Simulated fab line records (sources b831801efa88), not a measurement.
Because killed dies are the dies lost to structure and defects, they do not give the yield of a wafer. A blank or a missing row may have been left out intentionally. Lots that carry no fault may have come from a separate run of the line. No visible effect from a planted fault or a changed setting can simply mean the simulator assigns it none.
The tool behind it: which one? / flow gf180mcu / 24 lots with 72 wafers sampled at 2 steps, on a route of 602 steps

## WHAT THE GAUGES SHOWED, per wafer
GF_V1_THK_MEAS_01. Usual: V1_CVD_00_THK typically reads 616 nm, with standard deviation 7.2.
lot=L074; measured=day 17 05:11; on=film metro-04; V1_CVD_00_THK (nm)=615 617 616; flag=
lot=L075; measured=day 17 06:52; on=film metro-02; V1_CVD_00_THK (nm)=619 610 619; flag=
lot=L076; measured=day 17 21:49; on=film metro-04; V1_CVD_00_THK (nm)=604 622 609; flag=
lot=L077; measured=day 18 15:37; on=film metro-02; V1_CVD_00_THK (nm)=610 616 609; flag=
lot=L078; measured=day 18 22:24; on=film metro-02; V1_CVD_00_THK (nm)=603 610 615; flag=
lot=L079; measured=day 19 06:26; on=film metro-04; V1_CVD_00_THK (nm)=609 612 622; flag=
lot=L080; measured=day 19 13:17; on=film metro-01; V1_CVD_00_THK (nm)=615 602 610; flag=
lot=L081; measured=day 19 22:08; on=film metro-04; V1_CVD_00_THK (nm)=610 624 616; flag=
lot=L082; measured=day 20 05:26; on=film metro-02; V1_CVD_00_THK (nm)=620 621 620; flag=
lot=L083; measured=day 20 11:20; on=film metro-04; V1_CVD_00_THK (nm)=607 611 611; flag=
lot=L084; measured=day 20 22:19; on=film metro-01; V1_CVD_00_THK (nm)=609 622 620; flag=
lot=L085; measured=day 21 15:30; on=film metro-01; V1_CVD_00_THK (nm)=624 623 615; flag=
lot=L086; measured=day 21 19:10; on=film metro-02; V1_CVD_00_THK (nm)=606 612 618; flag=
lot=L087; measured=day 22 01:43; on=film metro-02; V1_CVD_00_THK (nm)=616 612 612; flag=
lot=L088; measured=day 22 06:23; on=film metro-04; V1_CVD_00_THK (nm)=611 626 614; flag=
lot=L089; measured=day 22 18:26; on=film metro-02; V1_CVD_00_THK (nm)=616 610 608; flag=
lot=L090; measured=day 22 23:41; on=film metro-02; V1_CVD_00_THK (nm)=613 630 626; flag=
lot=L091; measured=day 23 08:02; on=film metro-02; V1_CVD_00_THK (nm)=617 613 625; flag=
lot=L092; measured=day 23 20:11; on=film metro-01; V1_CVD_00_THK (nm)=620 615 628; flag=
lot=L093; measured=day 23 22:06; on=film metro-04; V1_CVD_00_THK (nm)=617 618 629; flag=
lot=L094; measured=day 24 04:58; on=film metro-01; V1_CVD_00_THK (nm)=630 631 624; flag=
lot=L095; measured=day 24 17:50; on=film metro-01; V1_CVD_00_THK (nm)=612 621 615; flag=
lot=L096; measured=day 24 18:41; on=film metro-04; V1_CVD_00_THK (nm)=625 625 610; flag=
lot=L097; measured=day 25 02:23; on=film metro-02; V1_CVD_00_THK (nm)=611 600 621; flag=

## WHICH TOOL RAN EACH LOT (tool, then ch and the chambers of the sampled wafers, then the start)
lot=L074; GF_STI_ETCH_13=rie diel-02 ch 1,2,3, day 2 01:23
lot=L075; GF_STI_ETCH_13=rie diel-03 ch 0,1,3, day 2 05:56
lot=L076; GF_STI_ETCH_13=rie diel-04 ch 1,3, day 2 11:05
lot=L077; GF_STI_ETCH_13=rie diel-02 ch 1,2,3, day 2 16:29
lot=L078; GF_STI_ETCH_13=rie diel-03 ch 0,2,3, day 2 23:20
lot=L079; GF_STI_ETCH_13=rie diel-02 ch 1,3, day 3 03:56
lot=L080; GF_STI_ETCH_13=rie diel-04 ch 2,3, day 3 09:43
lot=L081; GF_STI_ETCH_13=rie diel-03 ch 2,3, day 3 16:26
lot=L082; GF_STI_ETCH_13=rie diel-04 ch 0,1,2, day 3 19:37
lot=L083; GF_STI_ETCH_13=rie diel-03 ch 0,1,3, day 3 23:56
lot=L084; GF_STI_ETCH_13=rie diel-04 ch 0,1,3, day 4 05:11
lot=L085; GF_STI_ETCH_13=rie diel-04 ch 0,3, day 4 11:26
lot=L086; GF_STI_ETCH_13=rie diel-02 ch 0,1,2, day 4 14:23
lot=L087; GF_STI_ETCH_13=rie diel-02 ch 1,2, day 4 20:29
lot=L088; GF_STI_ETCH_13=rie diel-04 ch 1,2, day 5 03:07
lot=L089; GF_STI_ETCH_13=rie diel-02 ch 0,2,3, day 5 06:50
lot=L090; GF_STI_ETCH_13=rie diel-03 ch 0,1, day 5 12:29
lot=L091; GF_STI_ETCH_13=rie diel-04 ch 0,2, day 5 18:37
lot=L092; GF_STI_ETCH_13=rie diel-03 ch 0,1,3, day 5 23:19
lot=L093; GF_STI_ETCH_13=rie diel-03 ch 0,1,3, day 6 03:01
lot=L094; GF_STI_ETCH_13=rie diel-03 ch 1,3, day 6 08:02
lot=L095; GF_STI_ETCH_13=rie diel-04 ch 0,1,2, day 6 14:05
lot=L096; GF_STI_ETCH_13=rie diel-02 ch 1,2, day 6 19:08
lot=L097; GF_STI_ETCH_13=rie diel-03 ch 0,1,2, day 6 23:44
- GF_STI_ETCH_13: etches the open film in CHF3/O2, stops on Si, target depth 282.31 nm, time 112.9 s.

## AS READ BY THE TOOLS THEMSELVES (means over the sampled wafers that have a number; for cases with no such wafer, the mark the record gives instead)
GF_STI_ETCH_13. Usual: drypump motor current A 5.7 A, standard deviation 0.37; oes product au 0.843 a.u., standard deviation 0.0063; throttle valve pct 8.813 %, standard deviation 0.0093.
lot=L074; tool=rie diel-02; drypump motor current A (A)=5.8; oes product au (a.u.)=0.844; throttle valve pct (%)=8.807; flag=
lot=L075; tool=rie diel-03; drypump motor current A (A)=5.5; oes product au (a.u.)=0.844; throttle valve pct (%)=8.810; flag=
lot=L076; tool=rie diel-04; drypump motor current A (A)=6.1; oes product au (a.u.)=0.847; throttle valve pct (%)=8.809; flag=
lot=L077; tool=rie diel-02; drypump motor current A (A)=5.8; oes product au (a.u.)=0.846; throttle valve pct (%)=8.811; flag=
lot=L078; tool=rie diel-03; drypump motor current A (A)=5.4; oes product au (a.u.)=0.844; throttle valve pct (%)=8.836; flag=
lot=L079; tool=rie diel-02; drypump motor current A (A)=6.0; oes product au (a.u.)=0.836; throttle valve pct (%)=8.807; flag=
lot=L080; tool=rie diel-04; drypump motor current A (A)=5.8; oes product au (a.u.)=0.851; throttle valve pct (%)=8.814; flag=
lot=L081; tool=rie diel-03; drypump motor current A (A)=5.2; oes product au (a.u.)=0.848; throttle valve pct (%)=8.827; flag=
lot=L082; tool=rie diel-04; drypump motor current A (A)=6.0; oes product au (a.u.)=0.848; throttle valve pct (%)=8.807; flag=
lot=L083; tool=rie diel-03; drypump motor current A (A)=5.5; oes product au (a.u.)=0.841; throttle valve pct (%)=8.822; flag=
lot=L084; tool=rie diel-04; drypump motor current A (A)=6.2; oes product au (a.u.)=0.842; throttle valve pct (%)=8.817; flag=
lot=L085; tool=rie diel-04; drypump motor current A (A)=6.0; oes product au (a.u.)=0.848; throttle valve pct (%)=8.823; flag=
lot=L086; tool=rie diel-02; drypump motor current A (A)=5.9; oes product au (a.u.)=0.845; throttle valve pct (%)=8.811; flag=
lot=L087; tool=rie diel-02; drypump motor current A (A)=5.8; oes product au (a.u.)=0.846; throttle valve pct (%)=8.818; flag=
lot=L088; tool=rie diel-04; drypump motor current A (A)=6.1; oes product au (a.u.)=0.836; throttle valve pct (%)=8.810; flag=
lot=L089; tool=rie diel-02; drypump motor current A (A)=6.0; oes product au (a.u.)=0.847; throttle valve pct (%)=8.820; flag=
lot=L090; tool=rie diel-03; drypump motor current A (A)=5.5; oes product au (a.u.)=0.841; throttle valve pct (%)=8.816; flag=
lot=L091; tool=rie diel-04; drypump motor current A (A)=5.7; oes product au (a.u.)=0.846; throttle valve pct (%)=8.807; flag=
lot=L092; tool=rie diel-03; drypump motor current A (A)=5.5; oes product au (a.u.)=0.839; throttle valve pct (%)=8.808; flag=
lot=L093; tool=rie diel-03; drypump motor current A (A)=5.5; oes product au (a.u.)=0.846; throttle valve pct (%)=8.812; flag=
lot=L094; tool=rie diel-03; drypump motor current A (A)=5.4; oes product au (a.u.)=0.840; throttle valve pct (%)=8.805; flag=
lot=L095; tool=rie diel-04; drypump motor current A (A)=6.0; oes product au (a.u.)=0.831; throttle valve pct (%)=8.808; flag=
lot=L096; tool=rie diel-02; drypump motor current A (A)=5.7; oes product au (a.u.)=0.830; throttle valve pct (%)=8.816; flag=
lot=L097; tool=rie diel-03; drypump motor current A (A)=5.3; oes product au (a.u.)=0.843; throttle valve pct (%)=8.813; flag=

## THE ANSWER, worked out from the rows above alone
Rule: lot off if the mean of its wafers having a number is beyond 3 standard deviations from the usual mean. Also off: a lot with no number at a reading for which 4 or more lots have one. The other lots that the step has rows for count as sound. Order of review: gauges by route order, followed by the tools' own readings, for which a lot's mean as printed above is used. The first step at which some lot is off is used, and at that step the reading that is off furthest; a lot without a number counts as furthest.
Nothing can be told from this: no lot is off at any reading shown.

## WHAT THE SIMULATOR HAD INSERTED
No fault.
